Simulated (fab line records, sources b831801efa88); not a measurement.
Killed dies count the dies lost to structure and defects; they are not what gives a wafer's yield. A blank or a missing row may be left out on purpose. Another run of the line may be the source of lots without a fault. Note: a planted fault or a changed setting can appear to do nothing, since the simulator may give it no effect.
fab line records | flow sky130
record lots=5 | wafers=23
route steps=708 shown METAL4@634 VIA4@657
start-h: start of the lot's first displayed wafer, in hours after the record's first day | wait-h: how many hours have passed since the lot's step before this one | " unchanged from the row above | L1.1+2: several wafers, shown together as one row | - value missing, or start not given | * or withheld: withheld | < > ~ a bound
route shown NAME@n: names a module that has steps shown in the file, with the first one's number in the route | usual: mean and standard deviation over wafers with no fault | same: alike in all rows | chamber/n: place in a boat | sites: each site's reading | _std_site: how widely they spread, as a standard deviation | _edge_site: outer sites' mean less inner sites' | radius-mm: how far each site lies from the wafer's centre | mask NAME#n: copy n | behind: the most recent tool/chamber to have shaped the wafer | hold: why the lot went on hold/how many hours it stayed there/how the hold came to an end | device: the n, p or np transistor that did not switch | end of line: the route-end tests of the same wafers | a step with no rows: only its recipe | killed: count of dies lost to structure and defects at first sort (not the wafer's yield) | map: shows each die of a wafer: x if killed, . if not, _ if none is there
set.NAME: setting as actually run; set.NAME@STEP: the setting as run at that earlier step | model.NAME: the simulator's own value behind a step, which no gauge read
lots where settings were altered on purpose, with a table for each step and a row for each wafer
## steps
# step SKY_METAL4_METAL_ETCH_18
# recipe target-depth-a=8450 | stop-on=SiO2 | over-etch-frac=0.3 | time-s=183.1 | chemistry=Cl2/BCl3 | resist-sidewall-deg=88 | pressure-mtorr=10 | icp-w=900 | bias-w=48.5 | Cl2_flow_sccm=60 | bcl3-flow-sccm=30
lot.wafer | tool         | chamber | start-h | wait-h | set.time-s | model.KrF-thick_of_METAL4_COAT_08.thk-nm | model.SiO2_of_VIA3_HDPCVD_00.thk-nm
L075.1    | rie-metal-02 | 0       | 982.36  | 0.0    | 183.1      | 529.5                                    | 434.3
L075.2    | "            | 0       | "       | "      | 183.1      | 534.2                                    | 433.4
L075.5    | "            | 0       | "       | "      | 183.1      | 534.7                                    | 434.9
L076.1    | rie-metal-01 | 0       | 999.66  | 0.0    | 183.1      | 524.3                                    | 436.2
L076.3    | "            | 0       | "       | "      | 201.7      | 471.2                                    | 432.7
L076.4    | "            | 1       | "       | "      | 201.7      | 476.9                                    | 432
L076.5    | "            | 1       | "       | "      | 201.7      | 470                                      | 431.2
L076.6    | "            | 0       | "       | "      | 183.1      | 527.5                                    | 434.2
L077.1    | rie-metal-01 | 0       | 1000.83 | 0.0    | 183.1      | 530.4                                    | 435.4
L077.2    | "            | 1       | "       | "      | 183.1      | 544.5                                    | 435.2
L077.3    | "            | 1       | "       | "      | 204.7      | 475                                      | 432.5
L077.5    | "            | 1       | "       | "      | 204.7      | 481.5                                    | 432.1
L077.6    | "            | 0       | "       | "      | 204.7      | 474.7                                    | 431.6
L082.1    | rie-metal-02 | 1       | 1038.21 | 0.0    | 183.1      | 522.5                                    | 435.1
L082.2    | "            | 0       | "       | "      | 171.6      | 555.7                                    | 436.6
L082.4    | "            | 0       | "       | "      | 183.1      | 515.5                                    | 435.8
L082.5    | "            | 0       | "       | "      | 171.6      | 556.2                                    | 437.5
L082.6    | "            | 1       | "       | "      | 171.6      | 550.9                                    | 439
L083.1    | rie-metal-02 | 0       | 1044.96 | 0.0    | 175.8      | 543.9                                    | 435.9
L083.3    | "            | 0       | "       | "      | 175.8      | 539.4                                    | 436
L083.4    | "            | 1       | "       | "      | 183.1      | 520.3                                    | 435.5
L083.5    | "            | 0       | "       | "      | 183.1      | 521.7                                    | 435.4
L083.6    | "            | 1       | "       | "      | 183.1      | 514.2                                    | 435
# step SKY_METAL4_STRIP_19
# recipe chemistry=O2/N2 | power-w=1400 | pressure-mtorr=1500 | platen-temp-c=withheld | o2-flow-sccm=3000 | n2-flow-sccm=300 | overash-fraction=0.5
# usual oes-product-au=0.504/0.0057 | strip-time-to-endpoint-s=6.55/0.08
lot.wafer | tool            | chamber | start-h | wait-h | set.time-s@METAL4_METAL_ETCH_18 | oes-product-au | strip-time-to-endpoint-s
L075.1    | plasma-asher-02 | 1       | 982.72  | 0.3    | 183.1                           | 0.503          | 6.56
L075.2    | "               | 0       | "       | "      | 183.1                           | 0.500          | 6.60
L075.5    | "               | 1       | "       | "      | 183.1                           | 0.505          | 6.61
L076.1    | plasma-asher-04 | 0       | 999.84  | 0.1    | 183.1                           | 0.506          | 6.50
L076.3    | "               | 1       | "       | "      | 201.7                           | 0.472          | 5.99
L076.4    | "               | 0       | "       | "      | 201.7                           | 0.486          | 6.03
L076.5    | "               | 0       | "       | "      | 201.7                           | 0.473          | 5.94
L076.6    | "               | 1       | "       | "      | 183.1                           | 0.503          | 6.53
L077.1    | plasma-asher-04 | 0       | 1001.01 | 0.1    | 183.1                           | 0.502          | 6.56
L077.2    | "               | 1       | "       | "      | 183.1                           | 0.508          | 6.70
L077.3    | "               | 1       | "       | "      | 204.7                           | 0.488          | 6.00
L077.5    | "               | 0       | "       | "      | 204.7                           | 0.494          | 6.07
L077.6    | "               | 1       | "       | "      | 204.7                           | 0.480          | 6.00
L082.1    | plasma-asher-02 | 0       | 1038.39 | 0.1    | 183.1                           | 0.498          | 6.49
L082.2    | "               | 1       | "       | "      | 171.6                           | 0.518          | 6.80
L082.4    | "               | 1       | "       | "      | 183.1                           | 0.500          | 6.41
L082.5    | "               | 0       | "       | "      | 171.6                           | 0.518          | 6.81
L082.6    | "               | 1       | "       | "      | 171.6                           | 0.514          | 6.78
L083.1    | plasma-asher-03 | 1       | 1045.14 | 0.1    | 175.8                           | 0.501          | 6.72
L083.3    | "               | 0       | "       | "      | 175.8                           | 0.508          | 6.65
L083.4    | "               | 1       | "       | "      | 183.1                           | 0.503          | 6.47
L083.5    | "               | 1       | "       | "      | 183.1                           | 0.501          | 6.48
L083.6    | "               | 0       | "       | "      | 183.1                           | 0.497          | 6.40
# step SKY_VIA4_CVD_18
# recipe material=W | target-thk-nm=505 | time-s=152.14 | temp-c=400 | pressure-torr=40
lot.wafer | tool     | chamber | start-h | wait-h | set.temp-c | model.W_of_VIA4_CVD_18.thk-nm
L075.1    | cvd-w-01 | 0       | 1008.01 | 0.0    | 400        | 498.6
L075.2    | "        | 1       | "       | "      | 400        | 504.3
L075.5    | "        | 0       | "       | "      | 400        | 501.9
L076.1    | cvd-w-01 | 0       | 1023.35 | 0.0    | 400        | 497.7
L076.3    | "        | 1       | "       | "      | 392.6      | 439.9
L076.4    | "        | 0       | "       | "      | 400        | 504.3
L076.5    | "        | 0       | "       | "      | 392.6      | 436.4
L076.6    | "        | 1       | "       | "      | 392.6      | 443.8
L077.1    | cvd-w-01 | 1       | 1024.30 | 0.0    | 392.7      | 442.5
L077.2    | "        | 0       | "       | "      | 400        | 498.9
L077.3    | "        | 1       | "       | "      | 392.7      | 445
L077.5    | "        | 1       | "       | "      | 392.7      | 436.5
L077.6    | "        | 0       | "       | "      | 400        | 497.1
L082.1    | cvd-w-02 | 1       | 1062.11 | 0.0    | 400        | 495.7
L082.2    | "        | 0       | "       | "      | 400        | 506.1
L082.4    | "        | 1       | "       | "      | 408.7      | 584.5
L082.5    | "        | 0       | "       | "      | 408.7      | 582.4
L082.6    | "        | 1       | "       | "      | 400        | 502.4
L083.1    | cvd-w-01 | 1       | 1068.35 | 0.0    | 400        | 500.2
L083.3    | "        | 0       | "       | "      | 400        | 496.5
L083.4    | "        | 1       | "       | "      | 400        | 494.2
L083.5    | "        | 1       | "       | "      | 400        | 504.9
L083.6    | "        | 0       | "       | "      | 400        | 497.3
# step SKY_VIA4_RS_MEAS_19
# recipe thk-meas-gauge=four-point-probe | reads=W_of_VIA4_CVD_18+TiN_of_VIA4_SPUTTER_17
# usual VIA4_W_RS=0.2278/0.002
lot.wafer | tool          | chamber | start-h | wait-h | set.temp-c@VIA4_CVD_18 | VIA4_W_RS[ohm/sq]
L075.1    | film-metro-03 | -       | 1008.16 | 0.1    | 400                    | 0.2288
L075.2    | "             | -       | "       | "      | 400                    | 0.2264
L075.5    | "             | -       | "       | "      | 400                    | 0.2279
L076.1    | film-metro-03 | -       | 1023.50 | 0.1    | 400                    | 0.2298
L076.3    | "             | -       | "       | "      | 392.6                  | 0.2595
L076.4    | "             | -       | "       | "      | 400                    | 0.2267
L076.5    | "             | -       | "       | "      | 392.6                  | 0.2621
L076.6    | "             | -       | "       | "      | 392.6                  | 0.2581
L077.1    | film-metro-03 | -       | 1024.46 | 0.1    | 392.7                  | 0.2588
L077.2    | "             | -       | "       | "      | 400                    | 0.2288
L077.3    | "             | -       | "       | "      | 392.7                  | 0.2571
L077.5    | "             | -       | "       | "      | 392.7                  | 0.2625
L077.6    | "             | -       | "       | "      | 400                    | 0.2302
L082.1    | film-metro-02 | -       | 1062.26 | 0.1    | 400                    | 0.2306
L082.2    | "             | -       | "       | "      | 400                    | 0.2260
L082.4    | "             | -       | "       | "      | 408.7                  | 0.1955
L082.5    | "             | -       | "       | "      | 408.7                  | 0.1960
L082.6    | "             | -       | "       | "      | 400                    | 0.2272
L083.1    | film-metro-02 | -       | 1068.50 | 0.1    | 400                    | 0.2289
L083.3    | "             | -       | "       | "      | 400                    | 0.2302
L083.4    | "             | -       | "       | "      | 400                    | 0.2317
L083.5    | "             | -       | "       | "      | 400                    | 0.2269
L083.6    | "             | -       | "       | "      | 400                    | 0.2302
# step SKY_VIA4_THK_MEAS_20
# recipe thk-meas-gauge=xrf | reads=W_of_VIA4_CVD_18
# usual VIA4_W_THK=492/5.1
lot.wafer | tool          | chamber | start-h | wait-h | set.temp-c@VIA4_CVD_18 | VIA4_W_THK[nm]
L075.1    | film-metro-03 | -       | 1008.28 | 0.1    | 400                    | 490
L075.2    | "             | -       | "       | "      | 400                    | 496
L075.5    | "             | -       | "       | "      | 400                    | 492
L076.1    | film-metro-03 | -       | 1023.62 | 0.1    | 400                    | 494
L076.3    | "             | -       | "       | "      | 392.6                  | 432
L076.4    | "             | -       | "       | "      | 400                    | 498
L076.5    | "             | -       | "       | "      | 392.6                  | 430
L076.6    | "             | -       | "       | "      | 392.6                  | 436
L077.1    | film-metro-03 | -       | 1024.58 | 0.1    | 392.7                  | 438
L077.2    | "             | -       | "       | "      | 400                    | 494
L077.3    | "             | -       | "       | "      | 392.7                  | 439
L077.5    | "             | -       | "       | "      | 392.7                  | 430
L077.6    | "             | -       | "       | "      | 400                    | 491
L082.1    | film-metro-02 | -       | 1062.38 | 0.1    | 400                    | 482
L082.2    | "             | -       | "       | "      | 400                    | 493
L082.4    | "             | -       | "       | "      | 408.7                  | 567
L082.5    | "             | -       | "       | "      | 408.7                  | 563
L082.6    | "             | -       | "       | "      | 400                    | 489
L083.1    | film-metro-02 | -       | 1068.62 | 0.1    | 400                    | 488
L083.3    | "             | -       | "       | "      | 400                    | 483
L083.4    | "             | -       | "       | "      | 400                    | 479
L083.5    | "             | -       | "       | "      | 400                    | 490
L083.6    | "             | -       | "       | "      | 400                    | 483
# step SKY_VIA4_CMP_21
# recipe stop-on=SiO2 | t-overpolish-s=25 | down-force-psi=3.5 | platen-rpm=60 | target-thk-nm=0 | pad-velocity-m-s=0.94248
# usual time-to-endpoint-s=120/3.4
lot.wafer | tool   | chamber | start-h | wait-h | set.temp-c@VIA4_CVD_18 | time-to-endpoint-s
L075.1    | cmp-02 | 2       | 1008.39 | 0.1    | 400                    | 113
L075.2    | "      | 3       | "       | "      | 400                    | 117
L075.5    | "      | 2       | "       | "      | 400                    | 114
L076.4    | cmp-02 | 0       | 1023.68 | 0.0    | 400                    | 119
L076.3    | "      | 1       | "       | "      | 392.6                  | 103
L076.1    | "      | 3       | "       | "      | 400                    | 114
L076.6    | "      | 0       | "       | "      | 392.6                  | 107
L076.5    | "      | 1       | "       | "      | 392.6                  | 102
L077.3    | cmp-02 | 0       | 1024.64 | 0.0    | 392.7                  | 105
L077.1    | "      | 1       | "       | "      | 392.7                  | 102
L077.2    | "      | 3       | "       | "      | 400                    | 115
L077.6    | "      | 0       | "       | "      | 400                    | 120
L077.5    | "      | 1       | "       | "      | 392.7                  | 103
L082.1    | cmp-02 | 3       | 1062.44 | 0.1    | 400                    | 117
L082.4    | "      | 0       | "       | "      | 408.7                  | 143
L082.2    | "      | 1       | "       | "      | 400                    | 124
L082.5    | "      | 3       | "       | "      | 408.7                  | 136
L082.6    | "      | 0       | "       | "      | 400                    | 122
L083.1    | cmp-01 | 3       | 1068.68 | 0.1    | 400                    | 121
L083.4    | "      | 0       | "       | "      | 400                    | 119
L083.3    | "      | 2       | "       | "      | 400                    | 118
L083.5    | "      | 3       | "       | "      | 400                    | 119
L083.6    | "      | 0       | "       | "      | 400                    | 121
## key
split step=SKY_METAL4_METAL_ETCH_18 | setting=time-s | stated=183.1 | by=wafer
response step=SKY_METAL4_METAL_ETCH_18 | reading=model.KrF-thick_of_METAL4_COAT_08.thk-nm | change=-5.26 | per=1% | r=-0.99
response step=SKY_METAL4_METAL_ETCH_18 | reading=model.SiO2_of_VIA3_HDPCVD_00.thk-nm | change=-0.293 | per=1% | r=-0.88
response step=SKY_METAL4_STRIP_19 | reading=oes-product-au | change=-0.00203 | per=1% | r=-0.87
response step=SKY_METAL4_STRIP_19 | reading=strip-time-to-endpoint-s | change=* | per=1% | r=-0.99
split step=SKY_VIA4_CVD_18 | setting=temp-c | stated=400 | by=wafer
response step=SKY_VIA4_CVD_18 | reading=model.W_of_VIA4_CVD_18.thk-nm | change=+34.4 | per=1% | r=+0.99
response step=SKY_VIA4_RS_MEAS_19 | reading=VIA4_W_RS | change=-0.016 | per=1% | r=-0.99
response step=SKY_VIA4_THK_MEAS_20 | reading=VIA4_W_THK | change=+33.8 | per=1% | r=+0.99
response step=SKY_VIA4_CMP_21 | reading=time-to-endpoint-s | change=* | per=1% | r=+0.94
